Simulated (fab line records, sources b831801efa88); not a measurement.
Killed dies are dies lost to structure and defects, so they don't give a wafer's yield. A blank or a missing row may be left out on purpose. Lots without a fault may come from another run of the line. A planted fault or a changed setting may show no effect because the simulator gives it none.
Which tool did it? | flow gf180mcu | 12 lots, 36 wafers sampled, at 5 steps of a route of 602

WHAT THE GAUGES READ, wafer by wafer
GF_V3_CD_MEAS_14: target cd 260 nm.
lot  | measured     | on        | cd_nm (nm)
L434 | day 22 13:56 | cd_sem-01 | 258.9 256.8 256.8
L437 | day 23 09:50 | cd_sem-02 | 259.7 260.6 260.2
L440 | day 24 10:35 | cd_sem-02 | 259.3 260.0 260.5
L441 | day 25 00:20 | cd_sem-02 | 259.4 260.8 260.9
L442 | day 25 06:29 | cd_sem-02 | 259.4 258.6 258.3
L443 | day 25 12:50 | cd_sem-01 | 259.4 259.6 259.3
L445 | day 26 10:08 | cd_sem-01 | 260.5 260.7 260.4
L448 | day 27 07:46 | cd_sem-02 | 260.3 260.5 260.6
L452 | day 28 10:04 | cd_sem-01 | 276.4 278.6 276.4
L453 | day 28 14:52 | cd_sem-02 | 273.6 273.0 274.0
L455 | day 29 07:53 | cd_sem-02 | 260.0 260.4 261.0
L456 | day 29 18:49 | cd_sem-02 | 258.1 258.5 258.5

GF_V3_RS_MEAS_24: measures by four-point-probe.
lot  | measured     | on            | V3_W_RS (ohm/sq)
L434 | day 22 14:59 | film_metro-02 | 0.322 0.330 0.324
L437 | day 23 11:01 | film_metro-03 | 0.336 0.333 0.334
L440 | day 24 11:37 | film_metro-03 | 0.334 0.331 0.335
L441 | day 25 01:31 | film_metro-03 | 0.327 0.327 0.326
L442 | day 25 07:31 | film_metro-03 | 0.331 0.325 0.328
L443 | day 25 13:52 | film_metro-02 | 0.331 0.332 0.332
L445 | day 26 11:12 | film_metro-02 | 0.322 0.325 0.336
L448 | day 27 08:49 | film_metro-02 | 0.337 0.340 0.336
L452 | day 28 11:10 | film_metro-01 | 0.331 0.333 0.334
L453 | day 28 15:56 | film_metro-02 | 0.326 0.329 0.330
L455 | day 29 08:56 | film_metro-02 | 0.328 0.323 0.319
L456 | day 29 19:51 | film_metro-02 | 0.331 0.330 0.321

WHICH TOOL RAN EACH LOT (tool, then ch and the chambers of the sampled wafers, then the start)
lot  | GF_V3_SOFTBAKE_10                 | GF_V3_ETCH_16                      | GF_V3_SPUTTER_22
L434 | litho_track-04 ch 0, day 22 02:00 | rie_diel-01 ch 1,2,3, day 22 14:06 | pvd_sputter-03, day 22 14:50
L437 | litho_track-04 ch 0, day 22 22:00 | rie_diel-01 ch 2,3, day 23 09:57   | pvd_sputter-02, day 23 10:43
L440 | litho_track-01 ch 0, day 23 23:00 | rie_diel-03 ch 0,1,2, day 24 10:44 | pvd_sputter-01, day 24 11:27
L441 | litho_track-03 ch 0, day 24 13:00 | rie_diel-03 ch 1,2,3, day 25 00:29 | pvd_sputter-02, day 25 01:14
L442 | litho_track-01 ch 0, day 24 20:00 | rie_diel-02 ch 1,2, day 25 06:36   | pvd_sputter-02, day 25 07:19
L443 | litho_track-04 ch 0, day 25 02:00 | rie_diel-02 ch 2,3, day 25 12:57   | pvd_sputter-01, day 25 13:41
L445 | litho_track-04 ch 0, day 25 23:00 | rie_diel-01 ch 1,2, day 26 10:18   | pvd_sputter-02, day 26 11:03
L448 | litho_track-03 ch 0, day 26 21:00 | rie_diel-01 ch 0,1,2, day 27 07:55 | pvd_sputter-01, day 27 08:38
L452 | litho_track-03 ch 0, day 28 00:00 | rie_diel-01 ch 0,1,3, day 28 10:13 | pvd_sputter-02, day 28 11:00
L453 | litho_track-03 ch 0, day 28 05:00 | rie_diel-01 ch 1,2, day 28 15:02   | pvd_sputter-02, day 28 15:47
L455 | litho_track-01 ch 0, day 28 22:00 | rie_diel-02 ch 2,3, day 29 07:59   | pvd_sputter-03, day 29 08:45
L456 | litho_track-01 ch 0, day 29 09:00 | rie_diel-02 ch 0,2,3, day 29 18:58 | pvd_sputter-01, day 29 19:41
- GF_V3_SOFTBAKE_10: time 60 s.
- GF_V3_ETCH_16: etches BARC in N2/H2.
- GF_V3_SPUTTER_22: material TiN, target thk 10 nm, time 40 s.

WHAT THE TOOLS THEMSELVES READ (means of the sampled wafers that have a number; where no wafer has one, the mark that the record gives instead)
GF_V3_SOFTBAKE_10.
lot  | tool           | heater_power_total_W (W) | plate_temp_C (C)
L434 | litho_track-04 | 93.08                    | 129.91
L437 | litho_track-04 | 93.06                    | 130.01
L440 | litho_track-01 | 93.04                    | 130.01
L441 | litho_track-03 | 93.10                    | 129.87
L442 | litho_track-01 | 93.06                    | 130.09
L443 | litho_track-04 | 93.06                    | 129.95
L445 | litho_track-04 | 93.03                    | 129.94
L448 | litho_track-03 | 93.04                    | 130.11
L452 | litho_track-03 | 97.71                    | 134.90
L453 | litho_track-03 | 97.70                    | 134.97
L455 | litho_track-01 | 93.02                    | 130.02
L456 | litho_track-01 | 93.02                    | 130.04

GF_V3_ETCH_16.
lot  | tool        | drypump_motor_current_A (A) | oes_product_au (a.u.) | throttle_valve_pct (%)
L434 | rie_diel-01 | 5.5                         | 0.854                 | 13.224
L437 | rie_diel-01 | 5.0                         | 0.857                 | 13.230
L440 | rie_diel-03 | 5.9                         | 0.851                 | 13.224
L441 | rie_diel-03 | 5.5                         | 0.854                 | 13.222
L442 | rie_diel-02 | 6.0                         | 0.854                 | 13.225
L443 | rie_diel-02 | 6.3                         | 0.855                 | 13.224
L445 | rie_diel-01 | 5.3                         | 0.856                 | 13.226
L448 | rie_diel-01 | 5.6                         | 0.856                 | 13.221
L452 | rie_diel-01 | 5.9                         | 0.855                 | 13.228
L453 | rie_diel-01 | 5.2                         | 0.855                 | 13.222
L455 | rie_diel-02 | 6.4                         | 0.854                 | 13.223
L456 | rie_diel-02 | 6.3                         | 0.859                 | 13.227

GF_V3_SPUTTER_22.
lot  | tool           | throttle_valve_pct (%)
L434 | pvd_sputter-03 | 30.6
L437 | pvd_sputter-02 | 29.9
L440 | pvd_sputter-01 | 29.5
L441 | pvd_sputter-02 | 30.3
L442 | pvd_sputter-02 | 30.7
L443 | pvd_sputter-01 | 29.6
L445 | pvd_sputter-02 | 30.3
L448 | pvd_sputter-01 | 29.9
L452 | pvd_sputter-02 | 30.8
L453 | pvd_sputter-02 | 30.6
L455 | pvd_sputter-03 | 30.2
L456 | pvd_sputter-01 | 28.5

THE ANSWER, worked out from the rows above alone
Rule: what is usual is taken from the lots themselves. Put in order of their means at a reading, lots are off if they are a third of the lots or fewer, leave a main group of 4 or more, and stand apart from it by a gap of 3 or more times the standard deviation of the main group's means; of several such gaps the widest counts. A main group whose means are all the same, to the digits that the tables above print for the reading, isn't used. A lot without any number at a reading at which 4 lots or more have one is off too. The other lots that the step has rows for count as sound. The gauges are gone through in route order, then the tools' own readings, and for those a lot's mean is taken as printed above. The first step at which some lot is off is used, and at that step the reading that is off furthest; a lot without a number counts as furthest.
Off: L452, L453, at GF_V3_CD_MEAS_14 (cd_nm). The main group: mean 259.6 nm, standard deviation 1.
A tool fits if, at a process step before that reading, it ran every lot that is off, and no sound lot after the first of them. The gauges at GF_V3_CD_MEAS_14 aren't tried: what is off there is off at GF_V3_SOFTBAKE_10 too, on other tools, and a gauge's error can't cause that. One fits: litho_track-03 at GF_V3_SOFTBAKE_10. Its last sound lot is L448 (day 26 21:00), its first lot that is off L452 (day 28 00:00): a fault that began between those two fits.
The tool's own readings at GF_V3_SOFTBAKE_10 bear it out: on the lots that are off they differ by more than 5 times the standard deviation of the sound lots' means. heater_power_total_W reads 97.70 W there against 93.05 W on the sound lots; plate_temp_C reads 134.94 C there against 130.00 C on the sound lots.

WHAT THE SIMULATOR HAD PUT IN
Process parameter drift: litho_track-03, from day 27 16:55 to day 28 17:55, at GF_V3_SOFTBAKE_10. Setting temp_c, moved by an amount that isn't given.
Lots struck among those shown: L452, L453. The rule above found the same.
